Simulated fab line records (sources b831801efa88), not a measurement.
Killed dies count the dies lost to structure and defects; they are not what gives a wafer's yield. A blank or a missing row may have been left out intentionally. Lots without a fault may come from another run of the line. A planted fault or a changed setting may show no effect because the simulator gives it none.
Struck lot and sound lot, side by side ; flow gf180mcu ; 15 out of 602 route steps
Sound: the wafers L949.2, L949.3, L949.6. Struck: wafers L960.2, L960.4, L960.5. The cause is given at the end.
For every step that has rows: the tool of each side, followed by ch and its chambers, followed by its first start. Under that, the readings that differ: sound wafers ; struck wafers ; difference of the means ; sigmas: that difference in standard deviations of wafers without a fault.
alike: same words and numbers on both sides, and readings whose means sit less than 2 such deviations apart. not compared: any withheld reading, any reading some wafer has no value for, any bound like >300 that may hide the same value, and any number with overlapping values for which the record gives no deviation.
Wherever a step has rows on one side only, a row that says differs or no value, or a row with sigmas, the two part there. Non-overlapping numbers with no deviation appear without sigmas and do not part them. A reading that every wafer of one side lacks parts them only if that side has two wafers or more.

first, 7 steps without rows for these wafers: GF_V2_HMDS_07 (prime time 60 s); GF_V2_COAT_08; GF_V2_COAT_09 (resist thk 1000 nm); GF_V2_SOFTBAKE_10 (time 60 s); GF_V2_EXPOSE_11 (exposes mask Via2, target cd 260 nm); GF_V2_PEB_12 (peb time 90 s); GF_V2_DEVELOP_13 (develop time 60 s).
GF_V2_CD_MEAS_14: the cd target is 260 nm.
  sound: cd sem-02 at day 20 20:28; struck: cd sem-01 at day 24 12:25
  alike: cd nm
GF_V2_OVL_MEAS_15:
  sound: overlay-01 at day 20 20:34; struck: overlay-01 at day 24 12:31
  alike: V2_OVL
GF_V2_ETCH_16: etches BARC in N2/H2.
  sound on rie diel-03 ch 1,3, day 20 20:36; struck on rie diel-03 ch 2,3, day 24 12:33
  alike: drypump motor current A, oes product au, throttle valve pct
GF_V2_ETCH_17: etches SiO2 in C4F8/O2/Ar, stops on TiN, target depth 630 nm.
  sound on rie diel-03 ch 1,3; struck on rie diel-03 ch 2,3
  alike: oes product au
GF_V2_STRIP_18: strips in O2/N2.
  sound on plasma asher-01 ch 0,1, day 20 20:44; struck on plasma asher-02 ch 0,1, day 24 12:41
  alike: chamber pressure mTorr, drypump motor current A, heater power w, oes product au
  not compared: rf hours counter h
GF_V2_STRIP_19: strips in post etch residue remover, time 1200 s.
  sound on wet bench-02 ch 3, day 20 20:50; struck on wet bench-02 ch 3, day 24 12:47
  no value came back on the struck wafers for bath guard temp C (C), bath heat duty pct (%), time s (s); on the sound wafers bath guard temp C (C) reads 73.2 73.0 73.3
then, 1 step without rows for these wafers: GF_V2_CLEAN_20 (cleans in DIW).
-- the record jumps here: 8 days lie between the struck wafers' starts before and after (it left off in module V2 and takes up again in module PASSIVATION, whose first step shown is number 602 of the route) --
GF_PASSIVATION_PROBE_99:
  sound: prober-01 at day 29 13:29; struck: prober-02 at day 32 09:01
reading;sound;struck;difference;sigmas
model.etest.via2 chain.rc ohm;6.385 6.277 6.122;7.674 7.745 7.562;+1.399;

== WHERE THEY PART ==
GF_V2_STRIP_19 only, going by this record.

WHY: what the simulator had put in
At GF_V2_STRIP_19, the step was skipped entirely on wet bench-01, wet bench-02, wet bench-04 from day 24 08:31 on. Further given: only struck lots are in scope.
